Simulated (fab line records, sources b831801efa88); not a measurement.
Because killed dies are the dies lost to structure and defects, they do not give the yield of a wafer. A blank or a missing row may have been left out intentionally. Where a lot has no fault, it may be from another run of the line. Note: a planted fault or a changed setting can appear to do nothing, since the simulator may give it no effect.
Chamber matching | flow sky130 | cmp-02 running SKY_VIA2_CMP_02: 4 sister chambers
The step polishes SiO2. 36 wafers are shown with their chamber, then 12 later ones without.

== WAFERS, EACH WITH ITS CHAMBER ==
wafer  | chamber | motorCurrentA (A) | headPressurePsi (psi)
L077.3 | 2       | 12.6              | 4.015
L077.4 | 1       | 10.7              | 3.993
L077.6 | 3       | 13.6              | 3.996
L078.1 | 3       | 14.1              | 4.005
L078.2 | 1       | 10.6              | 4.008
L078.3 | 2       | 11.7              | 4.016
L079.1 | 1       | 10.9              | 4.007
L079.2 | 0       | 11.9              | 4.000
L079.5 | 2       | 12.5              | 4.008
L081.1 | 1       | 10.8              | 3.990
L081.3 | 3       | 12.7              | 3.987
L081.6 | 0       | 11.9              | 4.005
L082.2 | 2       | 12.4              | 3.994
L082.3 | 0       | 11.3              | 3.999
L082.6 | 2       | 12.4              | 4.000
L083.2 | 3       | 13.6              | 4.007
L083.4 | 0       | 12.0              | 4.004
L083.6 | 1       | 10.2              | 4.021
L084.1 | 1       | 11.7              | 4.003
L084.4 | 0       | 11.4              | 4.003
L084.6 | 3       | 13.1              | 3.987
L087.2 | 2       | 12.5              | 4.008
L087.5 | 2       | 12.3              | 3.999
L087.6 | 1       | 11.1              | 4.010
L086.1 | 0       | 12.2              | 4.007
L086.3 | 1       | 10.8              | 4.009
L086.5 | 2       | 12.5              | 3.995
L088.2 | 2       | 12.7              | 4.004
L088.3 | 0       | 12.2              | 3.995
L088.6 | 1       | 11.2              | 4.007
L089.2 | 3       | 14.7              | 4.001
L089.5 | 2       | 12.4              | 4.006
L089.6 | 3       | 13.1              | 3.990
L092.2 | 1       | 11.2              | 3.997
L092.4 | 2       | 12.5              | 4.003
L092.5 | 2       | 12.1              | 3.999

SIGNATURES (averages over the wafers above)
reading         | chamber 0 | chamber 1 | chamber 2 | chamber 3 | scatter within a chamber
motorCurrentA   | 11.843    | 10.920    | 12.383    | 13.557    | 0.425
headPressurePsi | 4.00186   | 4.00450   | 4.00392   | 3.99614   | 0.00755
Rule: a wafer's distance from a chamber is the root of the sum, over the readings, of the square of ((its reading less the chamber's mean) divided by the reading's scatter). The wafer belongs to the nearest chamber; if the next one is less than 2 further off, it can't be placed. The scatter is the square root of a quotient: the sum, over the shown wafers, of each reading's squared deviation from its chamber's mean, divided by wafers minus chambers.

== WAFERS MISSING THEIR CHAMBER ==
wafer  | motorCurrentA (A) | headPressurePsi (psi)
L090.2 | 11.6              | 4.014
L090.3 | 14.2              | 4.001
L090.5 | 11.8              | 4.010
L091.2 | 10.9              | 3.986
L091.4 | 13.5              | 4.005
L091.5 | 12.1              | 4.011
L093.1 | 11.2              | 4.010
L093.2 | 14.0              | 3.993
L093.4 | 13.0              | 3.992
L094.1 | 11.1              | 4.002
L094.2 | 14.5              | 3.996
L094.6 | 11.8              | 4.004

== WHICH CHAMBER EACH WENT THROUGH ==
wafer  | from the rows above          | in truth
L090.2 | can't be placed: 0 or 1 or 2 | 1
L090.3 | 3                            | 3
L090.5 | can't be placed: 0 or 2 or 1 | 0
L091.2 | can't be placed: 1 or 0 or 2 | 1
L091.4 | can't be placed: 3 or 2      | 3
L091.5 | can't be placed: 2 or 0 or 1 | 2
L093.1 | can't be placed: 1 or 0 or 2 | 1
L093.2 | 3                            | 3
L093.4 | can't be placed: 3 or 2 or 0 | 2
L094.1 | can't be placed: 1 or 0      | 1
L094.2 | 3                            | 3
L094.6 | can't be placed: 0 or 2 or 1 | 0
Placed correctly: 3 of 12. These rows do not allow placing 9 (true chamber among the candidates in 9). Number placed wrongly: 0.
